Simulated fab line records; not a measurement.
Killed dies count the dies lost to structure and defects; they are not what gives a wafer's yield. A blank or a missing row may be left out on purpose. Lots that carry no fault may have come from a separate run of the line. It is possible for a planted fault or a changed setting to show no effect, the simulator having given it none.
Comparing a struck lot with a sound one ; flow sky130 ; 16 steps out of a route of 708
Sound: the wafers L943.2, L943.5, L943.6. Struck: wafers L959.1, L959.6 (left out: L959.2, a lot-mate that was not struck); the cause follows at the end.
Order at every step that has rows: each side's tool, ch and its chambers, its first start. Under that, the readings that differ: sound wafers ; struck wafers ; difference of the means ; sigmas: that difference in standard deviations of wafers without a fault.
alike: readings whose means differ by less than 2 such deviations, and words and numbers that are the same on both sides. not compared: withheld readings, readings that some wafer has no value for, bounds like >300 that may hide the same value, and numbers for which the record gives no deviation and whose values overlap.
A row with sigmas, a row that says differs or no value, or rows on one side alone: a step with any of these is where the two part. Non-overlapping numbers with no deviation appear without sigmas and do not part them. A reading missing from all wafers of one side parts the sides only when that side holds two or more wafers.

first, 7 steps without rows for these wafers: SKY_METAL3_HMDS_06 (prime time 60 s); SKY_METAL3_COAT_07 (resist thk 60 nm); SKY_METAL3_COAT_08 (resist thk 1140 nm); SKY_METAL3_SOFTBAKE_09 (time 90 s); SKY_METAL3_EXPOSE_10 (exposes mask MM3, target cd 300 nm); SKY_METAL3_PEB_11; SKY_METAL3_DEVELOP_12 (develop time 60 s).
SKY_METAL3_CD_MEAS_13: the cd target is 300 nm.
  sound: cd-sem-02 at day 39 11:35; struck: cd-sem-02 at day 44 01:58
  alike: cd-nm
SKY_METAL3_OVL_MEAS_14:
  sound: overlay-01 at day 39 11:41; struck: overlay-01 at day 44 02:05
  alike: METAL3_OVL
SKY_METAL3_DESCUM_15: chemistry O2, time 8 s.
  sound on rie-metal-01 ch 0,1, day 39 11:43; struck on rie-metal-02 ch 1, day 44 02:07
reading;sound;struck;difference;sigmas
oes-product-au (a.u.);0.983 0.986 0.985;1.018 1.005;+0.027;+2
  alike: drypump-motor-current-A
  not compared: rf-hours-counter-h
SKY_METAL3_ETCH_16: etches BARC in N2/H2, stops on SiO2, time 88.2 s, target depth 60 nm.
  sound on rie-metal-01 ch 0,1, day 39 11:45; struck on rie-metal-02 ch 1, day 44 02:09
  alike: bias-w, drypump-motor-current-A, oes-product-au, throttle-valve-pct
  not compared: rf-hours-counter-h
SKY_METAL3_ETCH_17: etches SiO2 in C4F8/O2/Ar, stops on TiN, time 3.9 s, target depth 15 nm.
  sound on rie-diel-03 ch 0,3, day 39 11:51; struck on rie-diel-03 ch 2,3, day 44 02:15
  alike: bias-w, oes-product-au
  not compared: rf-hours-counter-h
SKY_METAL3_METAL_ETCH_18: etches the open film in Cl2/BCl3, stops on SiO2, target depth 845 nm, time 183.1 s.
  sound on rie-metal-03 ch 0,1, day 39 11:52; struck on rie-metal-01 ch 1, day 44 02:16
reading;sound;struck;difference;sigmas
bias-w (W);48.41 48.45 48.49;37.93 38.12;-10.43;-70
model.KrF-thick_of_METAL3_COAT_08.thk-nm (nm);527.8 529.4 533;586.3 589.4;+57.8;
model.SiO2_of_VIA2_HDPCVD_00.thk-nm (nm);465.4 466.2 464.8;470.2 471.6;+5.4;
  alike: drypump-motor-current-A, oes-product-au, throttle-valve-pct
  not compared: rf-hours-counter-h
SKY_METAL3_STRIP_19: strips in O2/N2.
  sound on plasma-asher-01 ch 0,1, day 39 12:02; struck on plasma-asher-03 ch 0, day 44 02:30
reading;sound;struck;difference;sigmas
oes-product-au (a.u.);0.511 0.505 0.505;0.523 0.523;+0.016;+2
strip-time-to-endpoint-s (s);6.55 6.55 6.61;7.12 7.16;+0.57;+6
  alike: drypump-motor-current-A, o2-flow-sccm
  not compared: rf-hours-counter-h
then, 1 step without rows for these wafers: SKY_METAL3_STRIP_20 (strips in post etch residue remover, time 1200 s).
-- the record jumps here: 6 days lie between the struck wafers' starts before and after (it left off in module METAL3 and takes up again in module PAD_OPEN, whose first step shown is number 708 of the route) --
SKY_PAD_OPEN_PROBE_99:
  sound: prober-01 at day 46 19:50; struck: prober-01 at day 50 12:27
  alike: defect-limited-yield, killed_at_M0_to_M3, killed_at_M4_up, killed-at-contacts, killed-at-front-end, killed-at-other, killed-dies, killed-open, killed-short, sort_bin_3_pad_short, sort_bin_5_function, sort_bin_6_memory, sort-n-pass, sort-yield-pct

== WHERE THEY PART ==
Earliest at SKY_METAL3_DESCUM_15; latest, in this record, at SKY_METAL3_STRIP_19. Later steps at which nothing parts them and some readings are alike: SKY_PAD_OPEN_PROBE_99.

WHY: what had been put in by the simulator
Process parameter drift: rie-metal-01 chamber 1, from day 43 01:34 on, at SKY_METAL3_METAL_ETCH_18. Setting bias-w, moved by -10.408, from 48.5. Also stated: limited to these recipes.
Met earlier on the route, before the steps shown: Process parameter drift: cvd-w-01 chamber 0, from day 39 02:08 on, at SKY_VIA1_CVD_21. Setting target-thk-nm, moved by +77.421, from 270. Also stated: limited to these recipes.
